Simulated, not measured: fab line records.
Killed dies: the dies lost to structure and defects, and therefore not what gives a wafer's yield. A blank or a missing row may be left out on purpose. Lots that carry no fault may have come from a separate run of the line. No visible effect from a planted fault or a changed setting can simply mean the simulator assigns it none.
A lot that was struck, set against a sound lot    flow sfq line    14 out of 325 route steps
Sound: wafers L258.2, L258.3, L258.6. The struck wafers were L262.2, L262.4, L262.5. The cause is named last.
Each step with rows lists, per side, the tool, then ch with its chambers, then its first start. Under that, the readings that differ: sound wafers    struck wafers    difference of the means    sigmas: that difference in standard deviations of wafers without a fault.
alike: readings with means less than 2 such deviations apart, plus words and numbers identical on both sides. not compared: withheld readings, readings lacking a value on some wafer, bounds such as >300 that could conceal the same value, and numbers that have no deviation in the record and whose values overlap.
The two part at a step that has a row with sigmas, a row that says differs or no value, or rows on one side only. Numbers that have no deviation but don't overlap get no sigmas and don't part them. A reading missing from all wafers of one side parts the sides only when that side holds two or more wafers.

SFQ_TRILAYER_I7_DEP_PECVD_183: deposits SiO2 from SiH4/N2O, time 111.11 s, target thk 500 nm.
  sound on pecvd-02 ch 0,2, day 86 06:51; struck on pecvd-01 ch 0,2, day 88 11:23
  alike: heater power w, throttle valve pct
SFQ_TRILAYER_I7_CMP_CMP_184: polishes SiO2.
  sound on cmp-01 ch 1,3, day 86 08:20; struck on cmp-01 ch 1,2,3, day 88 11:28
  alike: head pressure psi, motor current A, time to endpoint s
SFQ_I7_BOW_MEAS_946:
  sound on film metro-01, day 86 11:21; struck on film metro-04, day 88 14:29
  alike: I7_BOW
SFQ_TRILAYER_I7_METRO_MEASURE_185:
  sound on film metro-01, day 86 11:39; struck on film metro-04, day 88 14:47
  alike: thk nm
then, 6 steps without rows for these wafers: SFQ_TRILAYER_I7_VIA_LITHO_COAT_192 (resist thk 62 nm); SFQ_TRILAYER_I7_VIA_LITHO_COAT_187 (resist thk 650 nm); SFQ_TRILAYER_I7_VIA_LITHO_SOFTBAKE_191; SFQ_TRILAYER_I7_VIA_LITHO_EXPOSE_188 (exposes mask I7, target cd 1000 nm); SFQ_TRILAYER_I7_VIA_LITHO_PEB_190 (peb time 60 s); SFQ_TRILAYER_I7_VIA_LITHO_DEVELOP_189 (time 60 s).
-- the record jumps here: 3 days lie between the struck wafers' starts before and after --
SFQ_I7_OVL_MEAS_947:
  sound on overlay-02, day 90 11:43; struck on overlay-02, day 91 04:43
  alike: I7_OVL
SFQ_TRILAYER_I7_VIA_BARC_OPEN_VIA_ETCH_260: etches BARC in O2, target depth 125 nm, time 41.7 s.
  sound on rie diel-04 ch 0,2,3, day 90 11:45; struck on rie diel-04 ch 1,2,3, day 91 04:44
  alike: drypump motor current A, oes product au, rf fwd power W
  not compared: rf hours counter h
SFQ_TRILAYER_I7_VIA_ETCH_VIA_ETCH_190: etches SiO2 in CHF3, stops on Nb, target depth 260 nm.
  sound on rie diel-04 ch 0,2,3, day 90 11:47; struck on rie diel-04 ch 1,2,3, day 91 04:47
reading                                                  sound              struck             difference  sigmas
rf fwd power W (W)                                       495.9 500.6 497.7  419.5 417.6 421.9  -78.4       -46
model.KrF_of_TRILAYER_I7_VIA_LITHO_COAT_187.thk nm (nm)  532 530.9 532.5    529.8 530.1 527.8  -2.6        
  alike: drypump motor current A, oes product au
SFQ_TRILAYER_I7_VIA_STRIP_STRIP_191: strips in O2.
  sound on rie metal-01 ch 0,1, day 90 11:55; struck on rie metal-04 ch 0,1, day 91 04:53
  alike: drypump motor current A, oes product au
  not compared: rf hours counter h

## WHERE THEY PART
Within this record, at SFQ_TRILAYER_I7_VIA_ETCH_VIA_ETCH_190 only. Later steps at which nothing parts them and some readings are alike: SFQ_TRILAYER_I7_VIA_STRIP_STRIP_191.

WHY: whatever the simulator had introduced
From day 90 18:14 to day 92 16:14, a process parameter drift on rie diel-04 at SFQ_TRILAYER_I7_VIA_ETCH_VIA_ETCH_190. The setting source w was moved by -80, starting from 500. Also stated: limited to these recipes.
